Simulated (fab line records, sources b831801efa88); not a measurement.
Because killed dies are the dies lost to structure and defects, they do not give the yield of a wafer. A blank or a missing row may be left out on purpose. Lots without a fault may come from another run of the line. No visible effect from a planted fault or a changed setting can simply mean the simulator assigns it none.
fab line records	flow sky130
[record] lots = 12	wafers = 36	last_day = 51
route steps=708 shown VT_ADJUST_HVTR@137 SONOS_ONO@182 VIA1@478 METAL2@501 PAD_OPEN@708
lots that met no fault: taken from a fault-free run of the same line
start_h: hours from the record's first day to the start of the lot's first wafer shown	wait_h: how many hours have passed since the lot's step before this one	" unchanged from the row above	L1.1+2: several wafers, shown together as one row	- either no value or no given start	* or withheld: withheld	< > ~ a bound
route shown NAME@n: a module of which the file shows steps, and the number in the route of the first	usual: the fault-free wafers' mean and standard deviation	same: alike in all rows	chamber/n: place in a boat	sites: readings site by site	_std_site: standard deviation of those values	_edge_site: outer sites' mean less inner sites'	radius_mm: how far each site lies from the wafer's centre	mask NAME#n: copy n	behind: the last tool/chamber to shape the wafer	hold: why the lot was held/for how many hours/how that ended	device: whichever transistor did not switch (one of n, p or np)	end of line: the route-end tests of the same wafers	a step given without rows: its recipe and nothing more	killed: not the wafer's yield, but the dies lost to structure and defects at the first sort	map: shows each die of a wafer: x if killed, . if not, _ if none is there
set.NAME: the setting the step ran with; set.NAME@STEP: the setting that earlier step ran with	model.NAME: the simulator's own value behind a step, which no gauge read
one table for each step of the route and one row for each wafer, over a sample of lots
services: from which hour (start_h, from the record's first day; less than 0 if before it) a tool's chamber was out of use, for how many hours, and why
[[steps]]
[step SKY_VT_ADJUST_HVTR_DEVELOP_06]
[recipe] develop_time_s = 60	dev_temp_c = 23
[usual] chill_plate_temp_C = 23.03/0.1
lot.wafer	tool	chamber	start_h	wait_h	chill_plate_temp_C
L479.1	litho_track-02	0	200.37	0.1	23.00
L479.2	"	0	"	"	23.22
L479.4	"	0	"	"	23.08
L481.1	litho_track-02	0	225.17	0.1	23.00
L481.2	"	0	"	"	22.93
L481.4	"	0	"	"	23.07
L482.3	litho_track-03	0	236.20	0.1	22.86
L482.4	"	0	"	"	23.07
L482.5	"	0	"	"	22.91
L484.1	litho_track-01	0	239.98	0.1	23.03
L484.3	"	0	"	"	22.98
L484.4	"	0	"	"	22.95
L483.3	litho_track-03	0	241.80	0.1	22.95
L483.4	"	0	"	"	23.10
L483.5	"	0	"	"	23.20
L489.3	litho_track-03	0	283.85	0.1	22.98
L489.4	"	0	"	"	23.18
L489.6	"	0	"	"	23.11
L491.1	litho_track-01	0	296.03	0.1	23.14
L491.2	"	0	"	"	23.08
L491.6	"	0	"	"	22.94
L493.3	litho_track-01	0	321.48	0.1	23.17
L493.4	"	0	"	"	23.03
L493.6	"	0	"	"	23.02
L494.1	litho_track-03	0	339.35	0.1	22.96
L494.3	"	0	"	"	22.94
L494.4	"	0	"	"	23.10
L498.1	litho_track-01	0	368.28	0.1	23.08
L498.2	"	0	"	"	23.05
L498.3	"	0	"	"	23.05
L501.1	litho_track-02	0	376.67	0.1	23.02
L501.2	"	0	"	"	23.01
L501.5	"	0	"	"	22.94
L502.2	litho_track-01	0	382.70	0.1	22.94
L502.4	"	0	"	"	23.02
L502.5	"	0	"	"	23.04
[step SKY_VT_ADJUST_HVTR_CD_MEAS_07]
[recipe] target_cd_nm = 380
[usual] cd_nm = 379.5/2.4
lot.wafer	tool	chamber	start_h	wait_h	cd_nm
L479.1	cd_sem-01	-	200.52	0.1	375.4
L479.2	"	-	"	"	374.5
L479.4	"	-	"	"	377.9
L481.1	cd_sem-01	-	225.32	0.1	377.7
L481.2	"	-	"	"	380.0
L481.4	"	-	"	"	376.4
L482.3	cd_sem-02	-	236.34	0.1	381.8
L482.4	"	-	"	"	381.3
L482.5	"	-	"	"	381.4
L484.1	cd_sem-01	-	240.13	0.1	376.7
L484.3	"	-	"	"	378.4
L484.4	"	-	"	"	375.9
L483.3	cd_sem-02	-	241.94	0.1	378.3
L483.4	"	-	"	"	378.3
L483.5	"	-	"	"	381.2
L489.3	cd_sem-02	-	283.99	0.1	375.5
L489.4	"	-	"	"	379.8
L489.6	"	-	"	"	377.2
L491.1	cd_sem-01	-	296.18	0.1	384.5
L491.2	"	-	"	"	384.6
L491.6	"	-	"	"	385.8
L493.3	cd_sem-02	-	321.62	0.1	379.7
L493.4	"	-	"	"	378.0
L493.6	"	-	"	"	380.8
L494.1	cd_sem-02	-	339.50	0.1	414.6
L494.3	"	-	"	"	379.1
L494.4	"	-	"	"	377.4
L498.1	cd_sem-01	-	368.43	0.1	379.3
L498.2	"	-	"	"	380.9
L498.3	"	-	"	"	382.9
L501.1	cd_sem-01	-	376.82	0.1	376.1
L501.2	"	-	"	"	377.8
L501.5	"	-	"	"	377.3
L502.2	cd_sem-01	-	382.85	0.1	379.2
L502.4	"	-	"	"	379.5
L502.5	"	-	"	"	375.0
[step SKY_SONOS_ONO_OVL_MEAS_14]
[usual] SONOS_ONO_OVL = 0.1/1.4
lot.wafer	tool	chamber	start_h	wait_h	SONOS_ONO_OVL[nm]
L479.1	overlay-02	-	277.50	0.1	-1.4
L479.2	"	-	"	"	1.2
L479.4	"	-	"	"	1.4
L481.1	overlay-02	-	303.52	0.1	-3.3
L481.2	"	-	"	"	-3.3
L481.4	"	-	"	"	-3.1
L482.3	overlay-02	-	317.31	0.1	0.0
L482.4	"	-	"	"	0.9
L482.5	"	-	"	"	0.4
L484.1	overlay-02	-	319.35	0.1	-0.3
L484.3	"	-	"	"	-1.8
L484.4	"	-	"	"	-2.9
L483.3	overlay-01	-	325.27	0.1	0.9
L483.4	"	-	"	"	3.1
L483.5	"	-	"	"	1.0
L489.3	overlay-02	-	368.97	0.1	1.6
L489.4	"	-	"	"	-0.4
L489.6	"	-	"	"	-0.4
L491.1	overlay-01	-	385.87	0.1	-0.5
L491.2	"	-	"	"	2.2
L491.6	"	-	"	"	0.8
L493.3	overlay-02	-	412.53	0.1	0.2
L493.4	"	-	"	"	-0.1
L493.6	"	-	"	"	-0.5
L494.1	overlay-01	-	430.52	0.1	0.6
L494.3	"	-	"	"	-2.0
L494.4	"	-	"	"	-0.3
L498.1	overlay-02	-	464.95	0.1	1.1
L498.2	"	-	"	"	0.3
L498.3	"	-	"	"	-0.8
L501.1	overlay-02	-	472.42	0.1	-1.9
L501.2	"	-	"	"	-2.6
L501.5	"	-	"	"	0.6
L502.2	overlay-02	-	483.68	0.1	2.6
L502.4	"	-	"	"	0.7
L502.5	"	-	"	"	2.9
[step SKY_VIA1_SPUTTER_20]
[recipe] material = TiN	target_thk_nm = 20	chamber_pressure_pa = 5	power_w = 4000	time_s = 80
[usual] throttle_valve_pct = 29.7/1.1
lot.wafer	tool	chamber	start_h	wait_h	throttle_valve_pct
L479.1	pvd_sputter-01	-	793.04	0.0	30.0
L479.2	"	-	"	"	31.3
L479.4	"	-	"	"	29.3
L481.1	pvd_sputter-03	-	818.35	0.0	31.8
L481.2	"	-	"	"	28.7
L481.4	"	-	"	"	29.0
L482.3	pvd_sputter-01	-	833.13	0.0	28.7
L482.4	"	-	"	"	29.6
L482.5	"	-	"	"	29.6
L484.1	pvd_sputter-01	-	837.70	0.0	29.9
L484.3	"	-	"	"	28.7
L484.4	"	-	"	"	29.4
L483.3	pvd_sputter-02	-	841.78	0.0	28.7
L483.4	"	-	"	"	31.1
L483.5	"	-	"	"	28.8
L489.3	pvd_sputter-01	-	888.81	0.0	28.7
L489.4	"	-	"	"	30.1
L489.6	"	-	"	"	28.9
L491.1	pvd_sputter-03	-	893.21	0.0	29.3
L491.2	"	-	"	"	28.5
L491.6	"	-	"	"	28.9
L493.3	pvd_sputter-03	-	922.49	0.0	31.6
L493.4	"	-	"	"	28.5
L493.6	"	-	"	"	28.8
L494.1	pvd_sputter-02	-	934.62	0.0	28.5
L494.3	"	-	"	"	30.9
L494.4	"	-	"	"	30.8
L498.1	pvd_sputter-03	-	964.67	0.0	28.9
L498.2	"	-	"	"	31.8
L498.3	"	-	"	"	28.7
L501.1	pvd_sputter-01	-	970.15	0.0	29.8
L501.2	"	-	"	"	28.9
L501.5	"	-	"	"	31.3
L502.2	pvd_sputter-03	-	977.30	0.0	29.3
L502.4	"	-	"	"	28.6
L502.5	"	-	"	"	31.6
[step SKY_METAL2_ETCH_18]
[recipe] chemistry = N2/H2	target = BARC	ion_energy_ev = 200	bias_w = 100	pressure_mtorr = 30	n2_flow_sccm = 100	h2_flow_sccm = 200	icp_w = 500	stop_on = SiO2	time_s = 45.9	target_depth_a = 600
[usual] drypump_motor_current_A = 5.4/0.36	he_backside_leak_sccm = 3.32/0.25	oes_product_au = 0.854/0.0044	throttle_valve_pct = 13.225/0.0099
lot.wafer	tool	chamber	start_h	wait_h	drypump_motor_current_A	he_backside_leak_sccm	oes_product_au	rf_hours_counter_h	throttle_valve_pct
L479.1	rie_metal-02	0	820.61	0.0	6.0	3.10	0.858	15	13.230
L479.2	"	1	"	"	5.3	3.22	0.850	1	13.216
L479.4	"	1	"	"	5.3	3.26	0.851	-	13.211
L481.1	rie_metal-02	1	845.42	0.0	5.3	2.91	0.847	1	13.233
L481.2	"	0	"	"	6.0	3.09	0.853	16	13.230
L481.4	"	0	"	"	6.0	3.22	0.843	-	13.218
L482.3	rie_metal-02	1	860.88	0.1	5.3	2.94	0.858	-	13.215
L482.4	"	1	"	"	5.3	2.92	0.859	-	13.216
L482.5	"	1	"	"	5.3	3.06	0.864	-	13.221
L484.1	rie_metal-03	0	863.97	0.0	5.4	3.12	0.853	14	13.214
L484.3	"	0	"	"	5.4	2.98	0.862	-	13.241
L484.4	"	1	"	"	5.3	3.71	0.865	-	13.232
L483.3	rie_metal-03	0	868.68	0.0	5.4	3.35	0.851	-	13.208
L483.4	"	1	"	"	5.3	3.58	0.845	-	13.237
L483.5	"	1	"	"	5.3	3.54	0.848	-	13.202
L489.3	rie_metal-04	1	915.59	0.0	4.8	3.48	0.847	-	13.225
L489.4	"	0	"	"	5.8	3.33	0.852	-	13.239
L489.6	"	0	"	"	5.8	3.24	0.846	-	13.210
L491.1	rie_metal-02	0	919.66	0.0	6.0	2.94	0.845	1	13.224
L491.2	"	1	"	"	5.3	3.17	0.861	7	13.239
L491.6	"	0	"	"	6.0	3.17	0.852	-	13.211
L493.3	rie_metal-04	1	949.04	0.0	4.8	3.47	0.851	-	13.250
L493.4	"	0	"	"	5.8	3.39	0.847	-	13.221
L493.6	"	0	"	"	5.8	3.37	0.850	-	13.216
L494.1	rie_metal-04	0	960.51	0.0	5.8	3.24	0.853	17	13.232
L494.3	"	1	"	"	4.8	3.44	0.859	-	13.237
L494.4	"	0	"	"	5.8	3.35	0.853	-	13.220
L498.1	rie_metal-02	0	989.97	0.0	6.0	3.11	0.849	4	13.223
L498.2	"	1	"	"	5.3	3.05	0.856	11	13.232
L498.3	"	1	"	"	5.3	3.05	0.852	-	13.241
L501.1	rie_metal-03	0	995.96	0.0	5.4	3.24	0.855	20	13.223
L501.2	"	1	"	"	5.3	3.46	0.856	9	13.242
L501.5	"	1	"	"	5.2	3.70	0.862	-	13.215
L502.2	rie_metal-03	1	1001.71	0.0	5.3	4.52	0.854	9	13.209
L502.4	"	0	"	"	5.4	3.06	0.852	-	13.219
L502.5	"	1	"	"	5.3	3.44	0.853	-	13.214
[step SKY_PAD_OPEN_PROBE_99]
[usual] killed_at_M0_to_M3 = 44/7.4	killed_at_M4_up = 3.1/1.8	killed_at_contacts = 25/6	killed_at_front_end = 15/4.4	killed_at_other = 0.3/0.49	killed_dies = 88/10	killed_open = 48/7.4	killed_short = 39/6.3
[same] gross_dies = 492	killed_at_back_side = 0
lot.wafer	tool	chamber	start_h	wait_h	killed_at_M0_to_M3	killed_at_M4_up	killed_at_contacts	killed_at_front_end	killed_at_other	killed_dies	killed_open	killed_short
L494.1	prober-01	-	1184.65	0.1	41	5	21	15	0	82	46	34
// killed by level:class
L494.1 VIA1:geometric_particle:open=17 CONTACT:geometric_particle:open=7 LI_CONTACT:geometric_particle:open=5 VIA2:geometric_particle:open=5 VIA2:geometric_particle:short=5 LI_CONTACT:geometric_particle:short=4 LOCAL_INTERCONNECT:geometric_particle:short=4 METAL4:geometric_particle:short=4
[[services]]
tool	chamber	start_h	hours	kind
rie_metal-03	1	184.45	8.4	repair
pvd_sputter-03	-	193.17	1.8	repair
rie_metal-02	-	227.56	14.6	pm
pvd_sputter-03	-	257.24	4.4	repair
rie_metal-03	0	318.69	21.3	repair
rie_metal-03	1	318.84	1.5	repair
pvd_sputter-01	-	377.23	9.4	repair
pvd_sputter-03	-	384.65	3.2	repair
pvd_sputter-03	-	477.61	11.4	repair
rie_metal-02	1	584.32	5.0	repair
pvd_sputter-01	-	629.72	9.4	repair
rie_metal-02	-	657.89	1.6	repair
rie_metal-02	1	666.97	21.6	repair
pvd_sputter-03	-	680.12	0.6	repair
pvd_sputter-03	-	716.17	9.4	repair
rie_metal-02	0	718.64	4.6	repair
rie_metal-02	0	802.16	16.8	repair
rie_metal-02	-	822.78	1.4	pm
rie_metal-02	0	855.72	25.8	repair
pvd_sputter-01	-	865.98	2.0	repair
rie_metal-02	0	932.02	9.3	repair
rie_metal-02	-	953.11	2.8	pm
rie_metal-02	-	955.95	0.8	repair
pvd_sputter-01	-	980.58	0.6	repair
[[key]]
[first_sign] step = SKY_VT_ADJUST_HVTR_CD_MEAS_07	reading = cd_nm	direction = up	sigmas = 15	usual = 379.5	struck = 414.6
effect none on later readings
met_at SKY_VT_ADJUST_HVTR_DEVELOP_06
struck_lots L494
struck_wafers L494.1
tester_left_out L494
not_acting_at SKY_SONOS_ONO_OVL_MEAS_14,SKY_VIA1_SPUTTER_20,SKY_METAL2_ETCH_18
onset_between 283.85 339.35
[fault] kind = process_parameter_drift	tool = litho_track-03	chamber = -	onset_h = 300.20	steps = SKY_VT_ADJUST_HVTR_DEVELOP_06	channel = develop_time_s	offset = *	shape = step	end_h = 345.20	scope = struck_wafers_only	acts_in = *	stated = *
// tester_left_out: of these lots the tester's yield and bins aren't shown, on N5 and GAA mostly nor the transistor test; their killed dies are dies lost to structure and defects alone, not to doping, threshold or leakage, so they don't give the yield
